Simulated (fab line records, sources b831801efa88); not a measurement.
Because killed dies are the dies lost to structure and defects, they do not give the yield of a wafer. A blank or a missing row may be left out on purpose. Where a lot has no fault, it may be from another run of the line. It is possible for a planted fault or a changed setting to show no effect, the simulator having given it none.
Which tool is to blame? | flow gf180mcu | 7 lots with 21 wafers sampled at 2 steps, on a route of 602 steps

WHAT THE GAUGES READ, wafer by wafer
GF_DNWELL_TW_MEAS_09.
lot  | measured    | on            | DNWELL_TW
L400 | day 3 00:55 | film-metro-01 | 1359 1358 1341
L406 | day 4 07:22 | film-metro-01 | 1361 1360 1355
L411 | day 5 08:58 | film-metro-01 | 1426 1428 1438 1426 1430 1428
L413 | day 6 02:55 | film-metro-03 | 1329 1327 1333
L415 | day 6 16:58 | film-metro-04 | 1345 1346 1352
L418 | day 7 05:43 | film-metro-03 | 1345 1341 1345
L422 | day 7 23:43 | film-metro-01 | 1358 1361 1362

WHICH TOOL RAN EACH LOT (tool, then ch and the chambers of the sampled wafers, then the start)
lot  | GF_DNWELL_IMPLANT_07
L400 | implanter-01 ch 0, day 3 00:41
L406 | implanter-04 ch 0, day 4 07:07
L411 | implanter-04 ch 0, day 5 08:43
L413 | implanter-01 ch 0, day 6 02:41
L415 | implanter-02 ch 0, day 6 16:43
L418 | implanter-01 ch 0, day 7 05:29
L422 | implanter-01 ch 0, day 7 23:29
- GF_DNWELL_IMPLANT_07

THE ANSWER, worked out from the rows above alone
Rule: the lots themselves supply what counts as usual. Put in order of their means at a reading, lots are off if they are a third of the lots or fewer, leave a main group of 4 or more, and stand apart from it by a gap of 3 or more times the standard deviation of the main group's means; of several such gaps the widest counts. A main group whose means are all the same, to the digits that the tables above print for the reading, isn't used. A lot without any number at a reading at which 4 lots or more have one is off too. The other lots that the step has rows for count as sound.
Off: at GF_DNWELL_TW_MEAS_09 (DNWELL_TW), L411. The main group has a mean of 1349 with a standard deviation of 10.
A tool fits if, at a process step before that reading, it ran every lot that is off, and no sound lot after the first of them. The gauges at GF_DNWELL_TW_MEAS_09 are tried like those tools. One candidate fits, namely implanter-04 at GF_DNWELL_IMPLANT_07. Its last sound lot is L406 (day 4 07:07), its first lot that is off L411 (day 5 08:43): a fault that began between those two fits.

WHAT HAD BEEN PUT IN BY THE SIMULATOR
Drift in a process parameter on implanter-04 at GF_DNWELL_IMPLANT_07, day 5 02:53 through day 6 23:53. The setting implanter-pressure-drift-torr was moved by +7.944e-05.
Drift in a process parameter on implanter-04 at GF_DNWELL_IMPLANT_07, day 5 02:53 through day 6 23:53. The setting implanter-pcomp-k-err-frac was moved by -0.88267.
Shown lots that were struck: L411. The same result came from the rule above.
